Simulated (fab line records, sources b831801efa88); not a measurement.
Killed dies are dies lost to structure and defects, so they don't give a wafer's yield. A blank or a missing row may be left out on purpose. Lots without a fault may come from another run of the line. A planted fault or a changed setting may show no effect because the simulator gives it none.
fab line records | flow sfq_line
record lots=6 wafers=18 last_day=87
route steps=325 shown M1@66 I1@73
lots that met no fault: from a run of the same line without faults
start_h: hours from the record's first day to the start of the lot's first wafer shown | wait_h: hours since the lot's step before | " the same as in the row above | L1.1+2: a row that stands for several wafers | - no value, or no start given | * or withheld: withheld | < > ~ a bound
route shown NAME@n: a module of which the file shows steps, and the number in the route of the first | usual: mean/standard deviation of fault-free wafers | same: alike in all rows | chamber/n: place in a boat | sites: the reading at each site | _std_site: their standard deviation | _edge_site: outer sites' mean less inner sites' | radius_mm: how far each site lies from the wafer's centre | mask NAME#n: copy n | behind: the tool/chamber that last shaped the wafer | hold: why the lot was held/for how many hours/how that ended | device: the transistor (n, p or np) that didn't switch | end of line: the same wafers' tests at the end of the route | a step without rows: its recipe alone | killed: dies lost to structure and defects at the first sort, not the wafer's yield | map: a wafer's dies, x killed, . not, _ none there
set.NAME: the setting as run; set.NAME@STEP: as run at that earlier step | model.NAME: the simulator's own value behind a step, which no gauge read
lots at some steps of the route; a table a step, a row a wafer
services: from which hour (start_h, from the record's first day; less than 0 if before it) a tool's chamber was out of use, for how many hours, and why
## steps
# step SFQ_TRILAYER_M1_LITHO_PEB_042
# recipe peb_temp_c=115 peb_time_s=60 resist=KrF
# step SFQ_TRILAYER_M1_LITHO_DEVELOP_041
# recipe time_s=60 resist=KrF
# step SFQ_M1_OVL_MEAS_911
# usual M1_OVL=-1/5.9
# columns lot.wafer tool chamber start_h wait_h M1_OVL[nm]
L971.2 overlay-02 - 442.30 0.1 -10
L971.3 " - " " 1
L971.4 " - " " -4
L982.2 overlay-02 - 550.55 0.1 -1
L982.4 " - " " -4
L982.5 " - " " -3
L983.2 overlay-02 - 551.75 0.1 0
L983.5 " - " " -12
L983.6 " - " " -6
L984.2 overlay-01 - 553.63 0.1 -1
L984.5 " - " " -8
L984.6 " - " " -3
L987.1 overlay-01 - 748.73 0.1 -1
L987.5 " - " " -1
L987.6 " - " " -2
L990.1 overlay-02 - 763.85 0.1 3
L990.3 " - " " 4
L990.4 " - " " 9
# step SFQ_TRILAYER_M1_BARC_OPEN_METAL_ETCH_054
# recipe mask_material=PR chemistry=O2 target_depth_nm=125 target=BARC icp_w=600 bias_w=80 pressure_mtorr=10 time_s=41.7
# usual drypump_motor_current_A=5.7/0.33 oes_product_au=0.686/0.0049
# columns lot.wafer tool chamber start_h wait_h drypump_motor_current_A oes_product_au rf_hours_counter_h
L971.2 rie_metal-03 0 442.33 0.0 5.9 0.679 0
L971.3 " 1 " " 6.0 0.684 -
L971.4 " 0 " " 5.9 0.686 -
L982.2 rie_metal-04 1 550.60 0.0 5.8 0.683 -
L982.4 " 1 " " 5.8 0.684 -
L982.5 " 1 " " 5.8 0.673 -
L983.2 rie_metal-03 0 551.78 0.0 5.9 0.684 18
L983.5 " 1 " " 5.9 0.684 -
L983.6 " 0 " " 5.9 0.687 -
L984.2 rie_metal-02 1 553.66 0.0 5.7 0.686 2
L984.5 " 0 " " 5.7 0.676 -
L984.6 " 1 " " 5.7 0.683 -
L987.1 rie_metal-02 1 748.77 0.0 5.8 0.684 26
L987.5 " 0 " " 5.7 0.687 -
L987.6 " 1 " " 5.7 0.686 -
L990.1 rie_metal-04 0 763.89 0.0 5.0 0.682 19
L990.3 " 1 " " 5.8 0.689 -
L990.4 " 0 " " 5.0 0.684 -
# step SFQ_TRILAYER_M1_ETCH_METAL_ETCH_042
# recipe target=Nb stop_on=SiO2 mask_material=PR chemistry=Cl2/Ar target_depth_nm=240 icp_w=600 bias_w=80 pressure_mtorr=10 time_s=120
# usual drypump_motor_current_A=5.7/0.33 oes_product_au=0.898/0.0087
# columns lot.wafer tool chamber start_h wait_h drypump_motor_current_A oes_product_au rf_hours_counter_h
L971.2 rie_metal-03 0 442.39 0.0 5.9 0.902 0
L971.3 " 1 " " 6.0 0.892 -
L971.4 " 0 " " 5.9 0.899 -
L982.2 rie_metal-04 1 550.74 0.1 5.8 0.888 -
L982.4 " 1 " " 5.8 0.889 -
L982.5 " 1 " " 5.8 0.878 -
L983.2 rie_metal-03 0 551.84 0.0 5.9 0.886 18
L983.5 " 1 " " 5.9 0.892 -
L983.6 " 0 " " 5.9 0.891 -
L984.2 rie_metal-02 1 553.72 0.0 5.8 0.884 2
L984.5 " 0 " " 5.6 0.902 -
L984.6 " 1 " " 5.7 0.893 -
L987.1 rie_metal-02 1 748.83 0.0 5.7 0.894 26
L987.5 " 0 " " 5.6 0.900 -
L987.6 " 1 " " 5.8 0.877 -
L990.1 rie_metal-04 0 763.95 0.0 5.0 0.899 19
L990.3 " 1 " " 5.8 0.886 -
L990.4 " 0 " " 5.0 0.887 -
# step SFQ_TRILAYER_M1_STRIP_STRIP_043
# recipe gas=O2 power_w=200 platen_temp_c=40 overash_fraction=0.65 chemistry=O2 pressure_mtorr=50
# usual drypump_motor_current_A=5.7/0.33 oes_product_au=0.998/0.011
# same overash_fraction=0.65
# columns lot.wafer tool chamber start_h wait_h drypump_motor_current_A oes_product_au rf_hours_counter_h
L971.2 rie_metal-03 0 442.51 0.1 5.9 0.997 0
L971.3 " 1 " " 6.0 1.017 -
L971.4 " 0 " " 5.9 0.992 -
L982.2 rie_metal-04 1 551.15 0.4 5.8 0.986 -
L982.4 " 1 " " 5.8 0.988 -
L982.5 " 1 " " 5.8 0.983 -
L983.2 rie_metal-03 0 551.96 0.1 5.9 0.990 18
L983.5 " 1 " " 6.0 1.010 -
L983.6 " 0 " " 5.9 0.989 -
L984.2 rie_metal-02 1 553.84 0.1 5.7 0.998 2
L984.5 " 0 " " 5.6 1.012 -
L984.6 " 1 " " 5.7 0.993 -
L987.1 rie_metal-02 1 748.95 0.1 5.8 0.994 26
L987.5 " 0 " " 5.7 0.989 -
L987.6 " 1 " " 5.7 0.989 -
L990.1 rie_metal-04 0 764.07 0.1 5.0 1.002 19
L990.3 " 1 " " 5.8 0.998 -
L990.4 " 0 " " 5.0 1.014 -
# step SFQ_TRILAYER_M1_STRIP_SOLV_CLEAN_044
# recipe chemistry=NMP temp_c=70 time_s=600
# step SFQ_TRILAYER_I1_DEP_PECVD_045
# recipe material=SiO2 temp_c=150 time_s=111.11 pressure_torr=2.4 rf_w=183.3 precursor=SiH4/N2O target_thk_nm=500
# usual heater_power_w=90/16 throttle_valve_pct=26.0/1.3
# columns lot.wafer tool chamber start_h wait_h heater_power_w throttle_valve_pct
L971.2 pecvd-01 0 443.29 0.0 76 25.1
L971.3 " 1 " " 95 24.3
L971.4 " 2 " " 70 26.3
L982.2 pecvd-02 1 552.32 0.0 84 25.2
L982.4 " 0 " " 87 27.1
L982.5 " 2 " " 84 25.9
L983.2 pecvd-03 0 552.74 0.0 72 25.3
L983.5 " 2 " " 104 28.6
L983.6 " 1 " " 128 25.7
L984.2 pecvd-01 0 554.62 0.0 74 25.8
L984.5 " 1 " " 91 24.5
L984.6 " 2 " " 62 27.2
L987.1 pecvd-02 0 749.73 0.0 81 27.1
L987.5 " 0 " " 85 27.0
L987.6 " 2 " " 103 25.7
L990.1 pecvd-03 0 764.85 0.0 92 23.1
L990.3 " 2 " " 116 24.5
L990.4 " 0 " " 80 23.1
# step SFQ_TRILAYER_I1_CMP_CMP_046
# recipe material=SiO2 down_force_psi=3 platen_rpm=60 pad_velocity_m_s=0.94248
# usual motor_current_A=9.9/1.4 time_to_endpoint_s=217/7.2
# columns lot.wafer tool chamber start_h wait_h motor_current_A time_to_endpoint_s
L971.3 cmp-02 2 445.17 1.8 9.1 225
L971.4 " 3 " " 9.3 230
L971.2 " 0 " " 10.4 217
L982.2 cmp-01 1 552.40 0.0 9.4 213
L982.4 " 0 553.90 1.5 8.5 221
L982.5 " 2 554.90 2.5 7.6 213
L983.2 cmp-02 2 553.67 0.9 9.1 216
L983.6 " 2 555.67 2.9 9.1 226
L983.5 " 3 " " 9.2 221
L984.2 cmp-01 2 555.90 1.2 8.5 212
L984.5 " 1 557.40 2.7 10.2 217
L984.6 " 2 " " 8.3 216
L987.1 cmp-02 0 752.08 2.3 10.0 205
L987.5 " 1 " " 12.0 216
L987.6 " 2 " " 9.1 215
L990.1 cmp-01 0 778.80 13.9 8.3 211
L990.3 " 2 779.80 14.9 8.2 208
L990.4 " 3 " " 13.0 219
# step SFQ_I1_BOW_MEAS_912
# recipe mode=bow
# usual I1_BOW=1/8.1
# columns lot.wafer tool chamber start_h wait_h I1_BOW[um]
L971.2 film_metro-01 - 448.19 1.5 9
L971.3 " - " " 3
L971.4 " - " " -6
L982.2 film_metro-01 - 555.42 2.5 3
L982.4 " - " " -3
L982.5 " - " " 9
L983.2 film_metro-03 - 556.69 2.5 -4
L983.5 " - " " 5
L983.6 " - " " 8
L984.2 film_metro-01 - 558.42 2.0 -9
L984.5 " - " " -10
L984.6 " - " " -8
L987.1 film_metro-01 - 753.58 1.0 0
L987.5 " - " " -10
L987.6 " - " " -9
L990.1 film_metro-01 - 781.80 2.5 -1
L990.3 " - " " 4
L990.4 " - " " 7
# step SFQ_TRILAYER_I1_METRO_MEASURE_047
# step SFQ_TRILAYER_I1_VIA_LITHO_COAT_054
# recipe resist=BARC spin_rpm=3000 resist_thk_nm=62
# step SFQ_TRILAYER_I1_VIA_LITHO_COAT_049
# recipe resist=KrF spin_rpm=3000 resist_thk_nm=650
# usual spin_speed_rpm=2999.6/2.1
# columns lot.wafer tool chamber start_h wait_h spin_speed_rpm model.KrF_of_TRILAYER_I1_VIA_LITHO_COAT_049.thk_nm
L971.2 litho_track-01 0 449.84 0.2 2998.0 648.9
L971.3 " 0 " " 2994.3 648.1
L971.4 " 0 " " 2995.8 650
L982.2 litho_track-03 0 557.07 0.2 2939.0 660.9
L982.4 " 0 " " 2937.3 660.3
L982.5 " 0 " " 2937.0 660.3
L983.2 litho_track-03 0 558.34 0.2 2935.8 659.3
L983.5 " 0 " " 2935.8 660
L983.6 " 0 " " 2937.1 661.3
L984.2 litho_track-01 0 560.07 0.2 3002.0 649.8
L984.5 " 0 " " 2997.8 647.7
L984.6 " 0 " " 3001.2 647.3
L987.1 litho_track-04 0 755.20 0.2 2995.1 650.8
L987.5 " 0 " " 2998.4 650.9
L987.6 " 0 " " 2997.2 652.7
L990.1 litho_track-03 0 783.42 0.2 3001.3 650.1
L990.3 " 0 " " 3000.9 651.3
L990.4 " 0 " " 3001.6 649.5
# step SFQ_TRILAYER_I1_VIA_LITHO_SOFTBAKE_053
# recipe temp_c=withheld time_s=withheld resist=KrF
# step SFQ_TRILAYER_I1_VIA_LITHO_EXPOSE_050
# recipe mask_id=I1 na=0.6 source_shape=conventional sigma_outer=0.65 target_cd_nm=500 dose_mj=21.3
# step SFQ_TRILAYER_I1_VIA_LITHO_PEB_052
# recipe peb_temp_c=115 peb_time_s=60 resist=KrF
# step SFQ_TRILAYER_I1_VIA_LITHO_DEVELOP_051
# recipe time_s=60 resist=KrF
# step SFQ_I1_OVL_MEAS_913
# usual I1_OVL=-2/5.2
# columns lot.wafer tool chamber start_h wait_h I1_OVL[nm]
L971.2 overlay-02 - 611.37 0.1 0
L971.3 " - " " 2
L971.4 " - " " 1
L982.2 overlay-02 - 707.94 0.1 0
L982.4 " - " " 2
L982.5 " - " " 3
L983.2 overlay-02 - 710.34 0.1 -14
L983.5 " - " " -7
L983.6 " - " " -10
L984.2 overlay-02 - 712.74 0.1 -3
L984.5 " - " " -11
L984.6 " - " " -7
L987.1 overlay-02 - 769.40 0.1 4
L987.5 " - " " 4
L987.6 " - " " -4
L990.1 overlay-02 - 786.55 0.1 0
L990.3 " - " " -2
L990.4 " - " " 3
# step SFQ_TRILAYER_I1_VIA_BARC_OPEN_VIA_ETCH_071
# recipe mask_material=PR chemistry=O2 target_depth_nm=125 target=BARC source_w=500 bias_w=80 pressure_mtorr=30 time_s=41.7
# step SFQ_TRILAYER_I1_VIA_ETCH_VIA_ETCH_052
# recipe target=SiO2 stop_on=Nb mask_material=PR taper_deg=20 chemistry=CHF3 target_depth_nm=260 source_w=500 bias_w=80 pressure_mtorr=30 time_s=withheld
# usual drypump_motor_current_A=5.8/0.51 oes_product_au=0.856/0.0053
# columns lot.wafer tool chamber start_h wait_h drypump_motor_current_A oes_product_au model.KrF_of_TRILAYER_I1_VIA_LITHO_COAT_049.thk_nm
L971.2 rie_diel-02 1 611.44 0.0 5.0 0.851 529.3
L971.3 " 2 " " 6.0 0.855 525.6
L971.4 " 0 " " 5.6 0.848 526.6
L982.2 rie_diel-01 2 708.01 0.0 6.0 0.862 539.6
L982.4 " 0 " " 5.8 0.853 537.3
L982.5 " 2 " " 6.0 0.846 539.5
L983.2 rie_diel-02 3 710.41 0.0 5.5 0.863 538.5
L983.5 " 0 " " 5.6 0.860 537
L983.6 " 1 " " 4.9 0.860 542.1
L984.2 rie_diel-03 2 712.81 0.0 6.7 0.862 526.6
L984.5 " 0 " " 6.1 0.860 526.1
L984.6 " 1 " " 5.2 0.860 526.6
L987.1 rie_diel-03 1 769.48 0.0 5.2 0.857 531.8
L987.5 " 0 " " 6.1 0.847 530.3
L987.6 " 1 " " 5.2 0.853 534.2
L990.1 rie_diel-02 2 786.63 0.0 6.0 0.854 528.6
L990.3 " 0 " " 5.6 0.861 528
L990.4 " 1 " " 5.0 0.853 530.1
# step SFQ_TRILAYER_I1_VIA_STRIP_STRIP_053
# recipe gas=O2 power_w=200 platen_temp_c=40 overash_fraction=0.65 chemistry=O2 pressure_mtorr=50
## services
# columns tool chamber start_h hours kind
cmp-01 - 422.64 0.2 repair
cmp-02 - 425.67 2.4 repair
rie_diel-02 2 428.86 15.2 repair
rie_diel-02 - 468.51 2.8 pm
cmp-01 - 471.89 1.7 repair
rie_metal-04 1 508.93 13.8 repair
rie_metal-02 - 510.72 4.3 pm
rie_diel-02 3 534.14 6.5 repair
cmp-01 - 572.29 4.0 pm
cmp-01 - 583.75 0.2 repair
cmp-02 - 595.34 6.7 pm
cmp-01 - 606.10 3.1 repair
cmp-02 - 613.90 0.5 repair
cmp-01 - 618.49 0.8 repair
rie_metal-04 0 620.99 2.5 repair
cmp-01 - 623.91 1.2 repair
rie_diel-02 0 634.64 4.2 repair
cmp-01 - 639.04 3.5 pm
rie_metal-02 - 657.77 2.6 repair
cmp-02 - 663.57 0.6 repair
rie_diel-02 2 665.90 5.3 repair
rie_diel-02 3 666.00 3.9 repair
rie_metal-04 - 676.44 28.1 pm
rie_metal-04 - 759.05 4.3 pm
## key
first_sign step=SFQ_TRILAYER_I1_VIA_LITHO_COAT_049 reading=spin_speed_rpm direction=down sigmas=30 usual=2999.6 struck=2937.0
effect none on later readings
model_effect step=SFQ_TRILAYER_I1_VIA_LITHO_COAT_049 value=KrF_of_TRILAYER_I1_VIA_LITHO_COAT_049.thk_nm without=653.6 struck=660.4
model_effect step=SFQ_TRILAYER_I1_VIA_ETCH_VIA_ETCH_052 value=KrF_of_TRILAYER_I1_VIA_LITHO_COAT_049.thk_nm without=532.2 struck=539
met_at SFQ_TRILAYER_I1_VIA_LITHO_COAT_049
struck_wafers L982.2,L982.4,L982.5,L983.2,L983.5,L983.6
fault kind=process_parameter_drift tool=litho_track-03 chamber=- onset_h=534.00 steps=SFQ_TRILAYER_I1_VIA_LITHO_COAT_049 channel=spin_rpm offset=-61.193 shape=step end_h=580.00 acts_in=these_recipes_only stated=3000
